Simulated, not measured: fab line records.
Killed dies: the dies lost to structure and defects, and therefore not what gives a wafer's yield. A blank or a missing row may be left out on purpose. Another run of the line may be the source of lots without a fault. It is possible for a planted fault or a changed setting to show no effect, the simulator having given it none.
Commonality check across tools :: flow gf180mcu :: Sample size 12 lots and 36 wafers

== WHAT PROMPTED THE OPENING ==
At GF_HV_LDD_TW_MEAS_50 the reading HV_LDD_4_TW is flagged on 3 of 12 lots. Fault-free wafers read 569, with a standard deviation of 5.9.
Rule: a lot is flagged in two cases, either no wafer of it has a number, or all its wafers with numbers fall more than 4 standard deviations from that mean. The other lots count as sound.

lot: L187
measured: day 14 06:11
on: film-metro-03
HV_LDD_4_TW, wafer by wafer: 575 576 574
flag: 

lot: L188
measured: day 14 17:08
on: film-metro-04
HV_LDD_4_TW, wafer by wafer: 571 570 570
flag: 

lot: L190
measured: day 14 20:49
on: film-metro-01
HV_LDD_4_TW, wafer by wafer: 559 560 559
flag: 

lot: L189
measured: day 14 21:32
on: film-metro-04
HV_LDD_4_TW, wafer by wafer: 568 567 570
flag: 

lot: L191
measured: day 15 10:19
on: film-metro-04
HV_LDD_4_TW, wafer by wafer: 30 30 30
flag: FLAGGED

lot: L192
measured: day 15 11:56
on: film-metro-01
HV_LDD_4_TW, wafer by wafer: 30 30 30
flag: FLAGGED

lot: L193
measured: day 16 04:26
on: film-metro-04
HV_LDD_4_TW, wafer by wafer: 30 30 30
flag: FLAGGED

lot: L201
measured: day 18 18:07
on: film-metro-01
HV_LDD_4_TW, wafer by wafer: 562 563 563
flag: 

lot: L202
measured: day 18 20:44
on: film-metro-04
HV_LDD_4_TW, wafer by wafer: 570 567 567
flag: 

lot: L203
measured: day 19 05:38
on: film-metro-04
HV_LDD_4_TW, wafer by wafer: 571 573 572
flag: 

lot: L204
measured: day 19 17:32
on: film-metro-03
HV_LDD_4_TW, wafer by wafer: 578 574 579
flag: 

lot: L206
measured: day 20 02:47
on: film-metro-03
HV_LDD_4_TW, wafer by wafer: 572 575 574
flag: 
The numbers of the flagged lots are 30 on average: -539 against the usual, or -91 standard deviations.

== TOOL THAT RAN EACH LOT ==
The record holds 2 process steps before the reading, out of a route of 602 steps. Cell contents, in order: the tool; ch with the chambers the sampled wafers went through; the start.
lot: L187
flag: 
GF_HV_LDD_STRIP_37: plasma-asher-04 ch 0,1, day 13 09:29
GF_HV_LDD_STRIP_49: plasma-asher-01 ch 0,1, day 14 06:05

lot: L188
flag: 
GF_HV_LDD_STRIP_37: plasma-asher-04 ch 0,1, day 13 20:26
GF_HV_LDD_STRIP_49: plasma-asher-01 ch 0,1, day 14 17:02

lot: L190
flag: 
GF_HV_LDD_STRIP_37: plasma-asher-04 ch 0,1, day 13 23:50
GF_HV_LDD_STRIP_49: plasma-asher-01 ch 0,1, day 14 20:43

lot: L189
flag: 
GF_HV_LDD_STRIP_37: plasma-asher-03 ch 0,1, day 14 00:26
GF_HV_LDD_STRIP_49: plasma-asher-04 ch 0,1, day 14 21:26

lot: L191
flag: FLAGGED
GF_HV_LDD_STRIP_37: plasma-asher-04 ch 0,1, day 14 12:28
GF_HV_LDD_STRIP_49: plasma-asher-03 ch 0,1, day 15 10:13

lot: L192
flag: FLAGGED
GF_HV_LDD_STRIP_37: plasma-asher-03 ch 0,1, day 14 14:05
GF_HV_LDD_STRIP_49: plasma-asher-01 ch 1, day 15 11:50

lot: L193
flag: FLAGGED
GF_HV_LDD_STRIP_37: plasma-asher-01 ch 0,1, day 15 06:25
GF_HV_LDD_STRIP_49: plasma-asher-03 ch 0,1, day 16 04:16

lot: L201
flag: 
GF_HV_LDD_STRIP_37: plasma-asher-03 ch 0,1, day 17 18:22
GF_HV_LDD_STRIP_49: plasma-asher-03 ch 0,1, day 18 18:01

lot: L202
flag: 
GF_HV_LDD_STRIP_37: plasma-asher-04 ch 0,1, day 17 19:41
GF_HV_LDD_STRIP_49: plasma-asher-01 ch 0,1, day 18 20:38

lot: L203
flag: 
GF_HV_LDD_STRIP_37: plasma-asher-01 ch 0,1, day 18 04:38
GF_HV_LDD_STRIP_49: plasma-asher-04 ch 0,1, day 19 05:32

lot: L204
flag: 
GF_HV_LDD_STRIP_37: plasma-asher-03 ch 0,1, day 18 16:14
GF_HV_LDD_STRIP_49: plasma-asher-03 ch 0, day 19 17:26

lot: L206
flag: 
GF_HV_LDD_STRIP_37: plasma-asher-01 ch 1, day 19 01:41
GF_HV_LDD_STRIP_49: plasma-asher-01 ch 0,1, day 20 02:41
What is done by these steps:
- GF_HV_LDD_STRIP_37: strips in O2/N2.
- GF_HV_LDD_STRIP_49: strips in O2/N2.
- GF_HV_LDD_TW_MEAS_50

== FLAGGED OVER TOTAL, TOOL BY TOOL (the gauges that took the reading come last) ==
step: GF_HV_LDD_STRIP_37
tool: plasma-asher-01
lots run: 3
flagged: 1
share of the flagged lots: some
sound lots run after its first flagged lot: 2 (L203,L206)

step: GF_HV_LDD_STRIP_37
tool: plasma-asher-03
lots run: 4
flagged: 1
share of the flagged lots: some
sound lots run after its first flagged lot: 2 (L201,L204)

step: GF_HV_LDD_STRIP_37
tool: plasma-asher-04
lots run: 5
flagged: 1
share of the flagged lots: some
sound lots run after its first flagged lot: 1 (L202)

step: GF_HV_LDD_STRIP_49
tool: plasma-asher-01
lots run: 6
flagged: 1
share of the flagged lots: some
sound lots run after its first flagged lot: 2 (L202,L206)

step: GF_HV_LDD_STRIP_49
tool: plasma-asher-03
lots run: 4
flagged: 2
share of the flagged lots: some
sound lots run after its first flagged lot: 2 (L201,L204)

step: GF_HV_LDD_STRIP_49
tool: plasma-asher-04
lots run: 2
flagged: 0
share of the flagged lots: none
sound lots run after its first flagged lot: -

step: GF_HV_LDD_TW_MEAS_50
tool: film-metro-01
lots run: 3
flagged: 1
share of the flagged lots: some
sound lots run after its first flagged lot: 1 (L201)

step: GF_HV_LDD_TW_MEAS_50
tool: film-metro-03
lots run: 3
flagged: 0
share of the flagged lots: none
sound lots run after its first flagged lot: -

step: GF_HV_LDD_TW_MEAS_50
tool: film-metro-04
lots run: 6
flagged: 2
share of the flagged lots: some
sound lots run after its first flagged lot: 2 (L202,L203)

== WHAT THE TABLE PERMITS ==
No row of the table ran every flagged lot.

== WHAT THE SIMULATOR HAD INSERTED ==
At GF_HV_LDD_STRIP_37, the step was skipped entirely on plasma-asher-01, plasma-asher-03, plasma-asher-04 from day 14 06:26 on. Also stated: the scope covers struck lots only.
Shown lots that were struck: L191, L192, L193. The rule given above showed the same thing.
